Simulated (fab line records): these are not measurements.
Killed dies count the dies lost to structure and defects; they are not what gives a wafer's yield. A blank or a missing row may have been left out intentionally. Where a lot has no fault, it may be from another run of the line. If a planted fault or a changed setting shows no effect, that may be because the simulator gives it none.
Which tool did it? -- flow gf180mcu -- 6 lots with 18 wafers sampled at 4 steps, on a route of 602 steps

== WHAT THE GAUGES SHOWED, per wafer ==
GF_V3_RS_MEAS_24: measurement is done with a four-point probe.
lot,measured,on,V3_W_RS (ohm/sq)
L520,day 22 23:12,film_metro-03,0.319 0.328 0.331
L522,day 23 10:11,film_metro-04,0.318 0.324 0.328
L529,day 26 08:58,film_metro-04,0.334 0.325 0.331
L533,day 27 08:13,film_metro-03,0.329 0.326 0.327
L537,day 28 20:44,film_metro-02,0.328 0.328 0.333
L541,day 30 07:48,film_metro-04,0.333 0.330 0.334

== EACH LOT AND THE TOOL THAT RAN IT (in order: tool; ch and the chambers of the sampled wafers; start) ==
lot,GF_V2_CMP_26,GF_V3_CVD_02,GF_V3_CVD_23
L520,"cmp-02 ch 1,2,3, day 20 21:16","pecvd-04 ch 1,2, day 21 22:08","cvd_w-02 ch 0,1, day 22 23:05"
L522,"cmp-01 ch 0,1,3, day 21 08:47","pecvd-04 ch 1,2, day 22 09:09","cvd_w-02 ch 0,1, day 23 10:03"
L529,"cmp-01 ch 0,3, day 24 12:20","pecvd-01 ch 0,1, day 25 10:42","cvd_w-02 ch 0,1, day 26 08:50"
L533,"cmp-01 ch 0,1,3, day 25 11:30","pecvd-02 ch 1,2, day 26 10:13","cvd_w-01 ch 1, day 27 08:02"
L537,"cmp-02 ch 1,2, day 27 01:26","pecvd-01 ch 1,2, day 27 23:11","cvd_w-01 ch 0,1, day 28 20:38"
L541,"cmp-02 ch 2,3, day 28 15:22","pecvd-04 ch 0,1,2, day 29 11:56","cvd_w-01 ch 0,1, day 30 07:41"
- GF_V2_CMP_26: polishes, stops on SiO2, t overpolish 15 s, target thk 0 nm.
- GF_V3_CVD_02: deposits SiO2 from TEOS, target thk 850 nm, time 94.851 s.
- GF_V3_CVD_23: deposits W, target thk 350 nm, time 104.9 s.

== THE ANSWER, worked out from the rows above alone ==
Rule: the usual values come from the lots themselves. The widest of any qualifying gaps counts: lots, ordered by their means at a reading, are off when they make up no more than a third of the lots, leave a main group of 4 or more, and stand apart from it by 3 or more times the standard deviation of that group's means. A main group whose means are all the same, to the digits that the tables above print for the reading, isn't used. Also off: a lot with no number at a reading for which 4 or more lots have one. The other lots that the step has rows for count as sound.
No lot is off at any reading shown: from this, nothing can be told.

== WHAT THE SIMULATOR PUT IN ==
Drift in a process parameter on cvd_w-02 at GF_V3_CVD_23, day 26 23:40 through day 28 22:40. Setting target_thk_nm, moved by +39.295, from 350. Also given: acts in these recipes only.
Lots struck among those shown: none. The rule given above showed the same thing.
